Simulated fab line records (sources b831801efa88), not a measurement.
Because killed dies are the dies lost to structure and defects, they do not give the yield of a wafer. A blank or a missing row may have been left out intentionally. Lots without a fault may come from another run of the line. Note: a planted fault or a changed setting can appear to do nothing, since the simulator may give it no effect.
Which tool is to blame? + flow gf180mcu + 13 lots with 39 wafers sampled at 4 steps, on a route of 602 steps

== WHAT THE GAUGES READ, wafer by wafer ==
GF_PASSIVATION_THK_MEAS_03. Usual: for PASSIVATION_CVD_02_THK the level is 694 nm and the standard deviation is 13.
| lot  | measured     | on            | PASSIVATION_CVD_02_THK (nm) | flag |
|------|--------------|---------------|-----------------------------|------|
| L856 | day 28 01:37 | film-metro-03 | 689 686 699                 |      |
| L857 | day 28 11:58 | film-metro-01 | 698 694 705                 |      |
| L858 | day 28 20:04 | film-metro-01 | 694 698 703                 |      |
| L859 | day 29 02:34 | film-metro-02 | 689 679 706                 |      |
| L860 | day 29 13:14 | film-metro-01 | 669 708 709                 |      |
| L866 | day 31 05:09 | film-metro-01 | 686 701 709                 |      |
| L867 | day 31 08:37 | film-metro-01 | 692 689 704                 |      |
| L868 | day 31 16:15 | film-metro-02 | 681 663 677                 |      |
| L870 | day 32 14:48 | film-metro-03 | 702 692 711                 |      |
| L874 | day 33 07:24 | film-metro-03 | 690 691 698                 |      |
| L876 | day 33 17:23 | film-metro-02 | 695 718 695                 |      |
| L878 | day 34 03:05 | film-metro-02 | 679 709 690                 |      |
| L879 | day 34 06:37 | film-metro-03 | 707 664 682                 |      |

== WHAT TOOL EACH LOT RAN ON (gives the tool, then ch and the chambers of the sampled wafers, and finally the start) ==
| lot  | GF_DUAL_GATE_OXIDATION_15     | GF_V4_CVD_23                  | GF_V4_CMP_26                  |
|------|-------------------------------|-------------------------------|-------------------------------|
| L856 | furnace-02 ch 0, day 8 08:11  | cvd-w-01 ch 0,1, day 24 07:14 | cmp-01 ch 0,1,2, day 24 07:31 |
| L857 | furnace-01 ch 0, day 8 14:38  | cvd-w-02 ch 0,1, day 24 19:17 | cmp-01 ch 0,1,3, day 24 19:35 |
| L858 | furnace-01 ch 0, day 8 21:45  | cvd-w-02 ch 0,1, day 25 04:20 | cmp-01 ch 0,1,3, day 25 04:37 |
| L859 | furnace-02 ch 0, day 9 05:42  | cvd-w-02 ch 0,1, day 25 12:08 | cmp-02 ch 1,2,3, day 25 12:29 |
| L860 | furnace-01 ch 0, day 9 14:31  | cvd-w-01 ch 1, day 25 23:28   | cmp-01 ch 0,1,2, day 25 23:52 |
| L866 | furnace-01 ch 0, day 11 06:14 | cvd-w-01 ch 0,1, day 27 20:31 | cmp-01 ch 1,2, day 27 20:59   |
| L867 | furnace-01 ch 0, day 11 09:17 | cvd-w-02 ch 0,1, day 27 23:40 | cmp-02 ch 0,1, day 27 23:56   |
| L868 | furnace-02 ch 0, day 11 17:55 | cvd-w-01 ch 0,1, day 28 08:59 | cmp-01 ch 0,1, day 28 09:17   |
| L870 | furnace-02 ch 0, day 12 17:36 | cvd-w-01 ch 0,1, day 29 10:43 | cmp-01 ch 1,2,3, day 29 11:08 |
| L874 | furnace-02 ch 0, day 13 18:16 | cvd-w-01 ch 0,1, day 30 05:21 | cmp-02 ch 1,3, day 30 05:41   |
| L876 | furnace-02 ch 0, day 14 06:14 | cvd-w-01 ch 0,1, day 30 15:38 | cmp-02 ch 0,1,2, day 30 16:00 |
| L878 | furnace-02 ch 0, day 14 17:44 | cvd-w-02 ch 0,1, day 31 04:10 | cmp-01 ch 0,1,3, day 31 04:28 |
| L879 | furnace-02 ch 0, day 14 23:51 | cvd-w-02 ch 0,1, day 31 07:17 | cmp-01 ch 0,2,3, day 31 07:35 |
- GF_DUAL_GATE_OXIDATION_15: stabilise 600 s, purge 300 s, target thk 7.098 nm.
- GF_V4_CVD_23: deposits W, target thk 350 nm, time 104.9 s.
- GF_V4_CMP_26: polishes, stops on SiO2, t overpolish 15 s, target thk 0 nm.

== WHAT THE TOOLS THEMSELVES READ (means of the sampled wafers that have a number; where no wafer has one, the mark that the record gives instead) ==
GF_DUAL_GATE_OXIDATION_15. Usual: ox-temp-c 850.0 C, standard deviation 0.38; spike-tc-upper-C 849.9 C, standard deviation 1.7; tube_center_temp_C_max 852.2, standard deviation 0.37.
| lot  | tool       | ox-temp-c (C) | spike-tc-upper-C (C) | tube_center_temp_C_max | flag |
|------|------------|---------------|----------------------|------------------------|------|
| L856 | furnace-02 | 849.6         | 851.3                | 852.1                  |      |
| L857 | furnace-01 | 849.8         | 848.8                | 852.0                  |      |
| L858 | furnace-01 | 849.9         | 849.0                | 852.6                  |      |
| L859 | furnace-02 | 850.3         | 851.2                | 852.3                  |      |
| L860 | furnace-01 | 850.2         | 849.2                | 852.3                  |      |
| L866 | furnace-01 | 850.5         | 849.4                | 852.2                  |      |
| L867 | furnace-01 | 850.5         | 848.5                | 852.4                  |      |
| L868 | furnace-02 | 849.9         | 851.6                | 852.1                  |      |
| L870 | furnace-02 | 850.3         | 850.2                | 852.2                  |      |
| L874 | furnace-02 | 849.8         | 851.9                | 852.2                  |      |
| L876 | furnace-02 | 849.9         | 851.9                | 852.5                  |      |
| L878 | furnace-02 | 849.9         | 851.3                | 852.0                  |      |
| L879 | furnace-02 | 850.0         | 850.9                | 852.1                  |      |

GF_V4_CVD_23. Usual: 761 W for heater-power-w, sd 47.
| lot  | tool     | heater-power-w (W) | flag |
|------|----------|--------------------|------|
| L856 | cvd-w-01 | 751                |      |
| L857 | cvd-w-02 | 731                |      |
| L858 | cvd-w-02 | 771                |      |
| L859 | cvd-w-02 | 774                |      |
| L860 | cvd-w-01 | 794                |      |
| L866 | cvd-w-01 | 786                |      |
| L867 | cvd-w-02 | 766                |      |
| L868 | cvd-w-01 | 776                |      |
| L870 | cvd-w-01 | 757                |      |
| L874 | cvd-w-01 | 794                |      |
| L876 | cvd-w-01 | 793                |      |
| L878 | cvd-w-02 | 741                |      |
| L879 | cvd-w-02 | 745                |      |

GF_V4_CMP_26. Usual: motor-current-A 11.3 A, standard deviation 0.92; overpolish-run-s 15.001 s, standard deviation 0.0081; time-to-endpoint-s 86 s, standard deviation 4.3.
| lot  | tool   | motor-current-A (A) | overpolish-run-s (s) | time-to-endpoint-s (s) | flag |
|------|--------|---------------------|----------------------|------------------------|------|
| L856 | cmp-01 | 10.3                | 14.995               | 91                     |      |
| L857 | cmp-01 | 11.4                | 14.997               | 88                     |      |
| L858 | cmp-01 | 11.3                | 15.005               | 88                     |      |
| L859 | cmp-02 | 10.8                | 15.011               | 90                     |      |
| L860 | cmp-01 | 10.8                | 14.998               | 82                     |      |
| L866 | cmp-01 | 10.2                | 15.001               | 83                     |      |
| L867 | cmp-02 | 12.1                | 15.001               | 84                     |      |
| L868 | cmp-01 | 10.6                | 15.002               | 87                     |      |
| L870 | cmp-01 | 11.2                | 14.997               | 87                     |      |
| L874 | cmp-02 | 11.9                | 15.005               | 84                     |      |
| L876 | cmp-02 | 11.3                | 15.007               | 86                     |      |
| L878 | cmp-01 | 11.2                | 14.995               | 88                     |      |
| L879 | cmp-01 | 11.4                | 15.005               | 86                     |      |

== THE ANSWER, worked out from the rows above alone ==
Rule: a lot is off if the mean of its wafers that have a number lies more than 3 standard deviations from the usual mean. A lot without any number at a reading at which 4 lots or more have one is off too. The other lots that the step has rows for count as sound. First the gauges in route order, then the tools' own readings, where a lot's mean is used as printed above. The first step at which some lot is off is used, and at that step the reading that is off furthest; a lot without a number counts as furthest.
Nothing can be told from this: no lot is off at any reading shown.

== WHAT THE SIMULATOR HAD PUT IN ==
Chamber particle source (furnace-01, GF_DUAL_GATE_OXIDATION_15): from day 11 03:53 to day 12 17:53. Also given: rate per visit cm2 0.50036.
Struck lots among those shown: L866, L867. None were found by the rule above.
